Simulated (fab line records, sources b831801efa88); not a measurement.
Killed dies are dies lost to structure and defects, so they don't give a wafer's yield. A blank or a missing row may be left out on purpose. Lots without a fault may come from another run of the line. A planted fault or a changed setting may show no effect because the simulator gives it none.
Chamber matching | flow gf180mcu | GF_V3_CMP_26 on cmp-01: 4 sister chambers
The step polishes, stops on SiO2, t overpolish 15 s, target thk 0 nm. 8 wafers are shown with their chamber, then 10 later ones without.

WAFERS WITH THEIR CHAMBER
wafer  | chamber | motor_current_A (A) | time_to_endpoint_s (s)
L076.2 | 2       | 9.1                 | 82
L079.1 | 2       | 9.3                 | 87
L082.3 | 0       | 12.5                | 87
L083.1 | 3       | 10.5                | 95
L083.5 | 1       | 8.8                 | 92
L083.6 | 0       | 12.8                | 91
L087.1 | 3       | 10.4                | 93
L087.2 | 1       | 8.7                 | 91

WAFERS WITHOUT THEIR CHAMBER
wafer  | motor_current_A (A) | time_to_endpoint_s (s)
L087.6 | 12.5                | 85
L088.1 | 12.5                | 85
L088.2 | 10.5                | 86
L088.5 | 9.2                 | 87
L089.2 | 8.8                 | 87
L089.3 | 12.8                | 83
L089.5 | 12.7                | 86
L096.2 | 9.5                 | 86
L096.3 | 10.4                | 89
L096.4 | 9.6                 | 88

WHICH CHAMBER EACH WENT THROUGH
wafer  | from the rows above     | in truth
L087.6 | 0                       | 0
L088.1 | 0                       | 0
L088.2 | 3                       | 3
L088.5 | 2                       | 2
L089.2 | can't be placed: 1 or 2 | 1
L089.3 | 0                       | 0
L089.5 | 0                       | 0
L096.2 | 2                       | 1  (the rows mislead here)
L096.3 | 3                       | 3
L096.4 | 2                       | 2
Placed correctly: 8 of 10. Can't be placed from these rows: 1 (the true chamber is among the candidates in 1). Placed wrongly: 1.
How it was worked out, from the rows above alone: a wafer's distance from a chamber is the root of the sum, over the readings, of the square of ((its reading less the chamber's mean) divided by the reading's scatter). The wafer belongs to the nearest chamber; if the next one is less than 2 further off, it can't be placed. A chamber's mean is the mean of its shown wafers. The scatter: the root of (the sum of the squares of (reading less its chamber's mean) over the shown wafers, divided by (wafers less chambers)).
